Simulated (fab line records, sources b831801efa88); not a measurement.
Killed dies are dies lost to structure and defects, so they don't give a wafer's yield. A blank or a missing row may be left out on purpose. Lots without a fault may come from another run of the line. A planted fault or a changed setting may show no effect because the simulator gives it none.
Which tool did it? | flow gf180mcu | 12 lots, 36 wafers sampled, at 6 steps of a route of 602

WHAT THE GAUGES READ, wafer by wafer
GF_DNWELL_TW_MEAS_09.
lot  | measured    | on            | DNWELL_TW
L879 | day 3 10:07 | film_metro-01 | 1334 1336 1336
L880 | day 3 18:02 | film_metro-03 | 1350 1348 1358
L883 | day 4 08:59 | film_metro-03 | 1353 1351 1346
L885 | day 4 17:50 | film_metro-01 | 1341 1346 1345
L886 | day 5 00:58 | film_metro-03 | 1344 1354 1352
L888 | day 5 10:31 | film_metro-03 | 1356 1352 1344
L891 | day 6 01:36 | film_metro-01 | 1352 1356 1344
L892 | day 6 09:44 | film_metro-02 | 1332 1340 1332
L895 | day 6 22:35 | film_metro-01 | 1351 1357 1354
L896 | day 7 05:26 | film_metro-02 | 1343 1342 1342
L897 | day 7 10:43 | film_metro-03 | 1355 1346 1357
L899 | day 8 01:25 | film_metro-01 | 1341 1346 1341

GF_MVSD_TW_MEAS_11.
lot  | measured     | on            | MVSD_TW
L879 | day 5 02:44  | film_metro-04 | 1594 1602 1604
L880 | day 5 11:20  | film_metro-03 | 1572 1583 1567
L883 | day 6 03:31  | film_metro-03 | 1657 1657 1656
L885 | day 6 13:58  | film_metro-03 | 1669 1664 1666
L886 | day 6 20:38  | film_metro-01 | 1663 1660 1654
L888 | day 7 07:14  | film_metro-01 | 1574 1564 1575
L891 | day 8 01:16  | film_metro-01 | 1571 1566 1567
L892 | day 8 10:00  | film_metro-01 | 1570 1582 1578
L895 | day 8 23:54  | film_metro-04 | 1599 1590 1595
L896 | day 9 08:10  | film_metro-03 | 1570 1567 1568
L897 | day 9 13:17  | film_metro-04 | 1607 1606 1603
L899 | day 10 05:46 | film_metro-03 | 1579 1576 1580

GF_VT_IMPLANT_TW_MEAS_10.
lot  | measured     | on            | VT_IMPLANT_TW
L879 | day 6 06:53  | film_metro-01 | 561 562 562
L880 | day 6 17:07  | film_metro-02 | 556 561 561
L883 | day 7 11:04  | film_metro-02 | 564 563 561
L885 | day 7 21:08  | film_metro-01 | 563 562 561
L886 | day 8 04:32  | film_metro-02 | 557 561 559
L888 | day 8 15:18  | film_metro-04 | 569 567 571
L891 | day 9 10:41  | film_metro-02 | 559 560 560
L892 | day 9 20:14  | film_metro-02 | 561 560 558
L895 | day 10 11:35 | film_metro-01 | 560 559 557
L896 | day 10 19:37 | film_metro-02 | 561 556 558
L897 | day 11 01:14 | film_metro-01 | 564 558 559
L899 | day 11 18:26 | film_metro-01 | 560 562 557

GF_VT_IMPLANT_RS_MEAS_46: measures by four-point-probe.
lot  | measured     | on            | MVSD_RS (ohm/sq)
L879 | day 8 06:47  | film_metro-01 | 458.0 456.9 457.5
L880 | day 8 16:20  | film_metro-03 | 458.3 457.0 456.2
L883 | day 9 13:09  | film_metro-01 | 417.8 417.0 417.3
L885 | day 10 00:19 | film_metro-01 | 416.9 415.1 414.8
L886 | day 10 09:02 | film_metro-04 | 416.6 416.2 415.0
L888 | day 10 19:37 | film_metro-01 | 456.3 457.5 455.7
L891 | day 11 18:02 | film_metro-04 | 458.0 456.5 458.5
L892 | day 12 04:13 | film_metro-01 | 457.0 456.5 457.8
L895 | day 12 21:08 | film_metro-04 | 455.6 456.9 458.1
L896 | day 13 04:44 | film_metro-04 | 458.4 457.2 455.9
L897 | day 13 10:16 | film_metro-03 | 455.2 456.0 455.7
L899 | day 14 02:58 | film_metro-03 | 456.0 457.5 457.3

WHICH TOOL RAN EACH LOT (tool, then ch and the chambers of the sampled wafers, then the start)
lot  | GF_STI_CMP_25                | GF_MVSD_IMPLANT_08
L879 | cmp-02 ch 1,2,3, day 2 19:17 | implanter-04 ch 0, day 5 02:20
L880 | cmp-01 ch 1,2,3, day 3 03:24 | implanter-04 ch 0, day 5 10:58
L883 | cmp-01 ch 0,1,3, day 3 16:52 | implanter-04 ch 0, day 6 03:08
L885 | cmp-01 ch 0,1,3, day 4 01:45 | implanter-04 ch 0, day 6 13:35
L886 | cmp-02 ch 2,3, day 4 08:47   | implanter-04 ch 0, day 6 20:14
L888 | cmp-01 ch 1,2,3, day 4 17:52 | implanter-01 ch 0, day 7 06:52
L891 | cmp-02 ch 0,3, day 5 08:31   | implanter-02 ch 0, day 8 00:52
L892 | cmp-02 ch 0,2, day 5 15:20   | implanter-02 ch 0, day 8 09:37
L895 | cmp-02 ch 0,1, day 6 04:28   | implanter-02 ch 0, day 8 23:32
L896 | cmp-02 ch 2,3, day 6 11:10   | implanter-01 ch 0, day 9 07:47
L897 | cmp-02 ch 0,2,3, day 6 17:20 | implanter-01 ch 0, day 9 12:53
L899 | cmp-01 ch 0,1,3, day 7 04:59 | implanter-02 ch 0, day 10 05:22
- GF_STI_CMP_25: polishes, stops on Si3N4, t overpolish 33 s, target thk 524.6 nm.
- GF_MVSD_IMPLANT_08

WHAT THE TOOLS THEMSELVES READ (means of the sampled wafers that have a number; where no wafer has one, the mark that the record gives instead)
GF_STI_CMP_25.
lot  | tool   | head_pressure_psi (psi) | motor_current_A (A) | overpolish_run_s (s) | slurry_flow_ml_min | time_to_endpoint_s (s)
L879 | cmp-02 | 4.004                   | 12.0                | 33.005               | 150.2              | 124
L880 | cmp-01 | 4.003                   | 11.9                | 33.000               | 149.5              | 125
L883 | cmp-01 | 3.997                   | 12.0                | 33.006               | 150.0              | 124
L885 | cmp-01 | 4.001                   | 11.8                | 32.996               | 149.9              | 125
L886 | cmp-02 | 4.002                   | 12.3                | 33.000               | 149.8              | 117
L888 | cmp-01 | 3.999                   | 12.2                | 33.001               | 149.7              | 121
L891 | cmp-02 | 4.007                   | 12.9                | 32.997               | 150.0              | 114
L892 | cmp-02 | 3.993                   | 12.2                | 33.005               | 149.7              | 119
L895 | cmp-02 | 4.001                   | 11.2                | 33.002               | 149.3              | 121
L896 | cmp-02 | 3.996                   | 12.8                | 33.003               | 150.2              | 118
L897 | cmp-02 | 3.990                   | 12.6                | 32.999               | 149.5              | 118
L899 | cmp-01 | 4.002                   | 12.0                | 33.009               | 149.9              | 127

GF_MVSD_IMPLANT_08.
lot  | tool         | beam_on_s (s) | end_station_pressure_torr (Torr) | faraday_current_uA
L879 | implanter-04 | 9.86          | 5.2e-06                          | 91.5
L880 | implanter-04 | 9.91          | 5.0e-06                          | 91.3
L883 | implanter-04 | 12.06         | 9.4e-05                          | 75.2
L885 | implanter-04 | 12.00         | 9.4e-05                          | 75.7
L886 | implanter-04 | 12.41         | 9.6e-05                          | 73.1
L888 | implanter-01 | 10.02         | 5.4e-06                          | 90.1
L891 | implanter-02 | 9.97          | 4.8e-06                          | 90.4
L892 | implanter-02 | 10.04         | 5.1e-06                          | 89.7
L895 | implanter-02 | 10.14         | 5.1e-06                          | 89.1
L896 | implanter-01 | 9.97          | 5.0e-06                          | 90.7
L897 | implanter-01 | 9.94          | 5.2e-06                          | 90.7
L899 | implanter-02 | 10.03         | 4.9e-06                          | 89.7

THE ANSWER, worked out from the rows above alone
Rule: what is usual is taken from the lots themselves. Put in order of their means at a reading, lots are off if they are a third of the lots or fewer, leave a main group of 4 or more, and stand apart from it by a gap of 3 or more times the standard deviation of the main group's means; of several such gaps the widest counts. A main group whose means are all the same, to the digits that the tables above print for the reading, isn't used. A lot without any number at a reading at which 4 lots or more have one is off too. The other lots that the step has rows for count as sound. The gauges are gone through in route order, then the tools' own readings, and for those a lot's mean is taken as printed above. The first step at which some lot is off is used, and at that step the reading that is off furthest; a lot without a number counts as furthest.
Off: L883, L885, L886, at GF_MVSD_TW_MEAS_11 (MVSD_TW). The main group: mean 1582, standard deviation 13.
A tool fits if, at a process step before that reading, it ran every lot that is off, and no sound lot after the first of them. The gauges at GF_MVSD_TW_MEAS_11 aren't tried: what is off there is off at GF_MVSD_IMPLANT_08 too, on other tools, and a gauge's error can't cause that. One fits: implanter-04 at GF_MVSD_IMPLANT_08. Its last sound lot is L880 (day 5 10:58), its first lot that is off L883 (day 6 03:08): a fault that began between those two fits.
The tool's own readings at GF_MVSD_IMPLANT_08 bear it out: on the lots that are off they differ by more than 5 times the standard deviation of the sound lots' means. beam_on_s reads 12.16 s there against 9.99 s on the sound lots; end_station_pressure_torr reads 9.5e-05 Torr there against 5.1e-06 Torr on the sound lots; faraday_current_uA reads 74.7 there against 90.4 on the sound lots.

WHAT THE SIMULATOR HAD PUT IN
Process parameter drift: implanter-04, from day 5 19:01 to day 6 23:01, at GF_MVSD_IMPLANT_08. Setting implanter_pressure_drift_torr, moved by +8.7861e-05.
Process parameter drift: implanter-04, from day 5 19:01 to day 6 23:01, at GF_MVSD_IMPLANT_08. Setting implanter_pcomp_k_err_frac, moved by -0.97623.
Lots struck among those shown: L883, L885, L886. The rule above found the same.
